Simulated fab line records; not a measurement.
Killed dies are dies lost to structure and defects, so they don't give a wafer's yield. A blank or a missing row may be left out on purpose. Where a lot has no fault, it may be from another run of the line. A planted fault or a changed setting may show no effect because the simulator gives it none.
Split-lot study	flow gf180mcu	on a route of 602 steps: 5 lots, 23 wafers read

## ABOUT THE SPLIT
At GF_NWELL_EXPOSE_04 (exposes mask Nwell, target cd 860 nm), the setting doseMj was moved away from the recipe's 260 on 6 of the 23 wafers read, by +2.7% to +7.1%. For the rest of the wafers, this setting stayed at what the recipe calls for.

## FROM SPLIT TO READING: 1 step shown by the file between the two
- GF_NWELL_PEB_05

## THE READING
NWELL.cdNm (the simulator's own value, which no gauge read), in nm, at GF_NWELL_DEVELOP_06 (develop time 57.96 s). There is no usual value for it anywhere in the file. Here, 17 wafers ran the recipe; their average is 847.7 nm with a standard deviation of 4.4 nm.

wafer	tool, chamber at the split	doseMj as run	against the recipe	NWELL.cdNm, nm	against lot-mates on the recipe
L074.1	ilineStepper-02, 0	260	recipe	848.5	-
L074.2	ilineStepper-02, 0	260	recipe	846.2	-
L074.3	ilineStepper-02, 0	260	recipe	846.6	-
L078.1	ilineStepper-01, 0	260	recipe	843.1	-
L078.2	ilineStepper-01, 0	278.5	+7.1%	863.6	+20.5
L078.3	ilineStepper-01, 0	278.5	+7.1%	862.8	+19.7
L078.4	ilineStepper-01, 0	260	recipe	843.7	-
L078.6	ilineStepper-01, 0	260	recipe	842.5	-
L081.1	ilineStepper-01, 0	260	recipe	843.5	-
L081.3	ilineStepper-01, 0	260	recipe	843.3	-
L081.4	ilineStepper-01, 0	267	+2.7%	851.7	+7.8
L081.5	ilineStepper-01, 0	260	recipe	845	-
L081.6	ilineStepper-01, 0	267	+2.7%	852.3	+8.4
L082.1	ilineStepper-01, 0	260	recipe	846.2	-
L082.3	ilineStepper-01, 0	270.9	+4.2%	858.5	+11.9
L082.4	ilineStepper-01, 0	260	recipe	846.7	-
L082.5	ilineStepper-01, 0	260	recipe	847	-
L082.6	ilineStepper-01, 0	270.9	+4.2%	857.9	+11.3
L085.1	ilineStepper-02, 0	260	recipe	854	-
L085.2	ilineStepper-02, 0	260	recipe	851.8	-
L085.3	ilineStepper-02, 0	260	recipe	855.7	-
L085.4	ilineStepper-02, 0	260	recipe	856.3	-
L085.6	ilineStepper-02, 0	260	recipe	851.6	-

FIT RESULTS
A straight line over all 23 wafers: NWELL.cdNm changes by +2.2 nm for each +1% of doseMj; r = +0.79; the points scatter about the line by 4 nm.
The same after taking each lot's own level away (the mean of its wafers on the recipe; 23 wafers): +2.82 nm for each +1%; r = +0.99; scatter 1.1 nm.
On that fit, the largest move of doseMj shifts the reading by 20 nm.
From 843.10 to 853.88 nm: that is the span of the lots' own levels, equal to 2.5 times the standard deviation above.
So the lot-to-lot level blurs the effect unless lot-mates are compared.
Check: +19.9 nm against its lot-mates is what the line predicts for one of the wafers moved furthest among these (+7.1%) when that wafer is left out of the fit. It came out at +20.5 nm against them.

## THESE WAFERS: OTHER SPLITS
Note: prior to the reading, these wafers also went through further splits. Each is held against what the fit with the lots' levels taken away leaves over:
other split on the same wafers	wafers away from the commonest value	r with NWELL.cdNm (lot level and that fit taken away)
GF_STI_OXIDATION_01 tempC	15	-0.09

## FILE'S OWN FIT
NWELL.cdNm changes by +2.82 nm for each +1% of doseMj, r = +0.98.
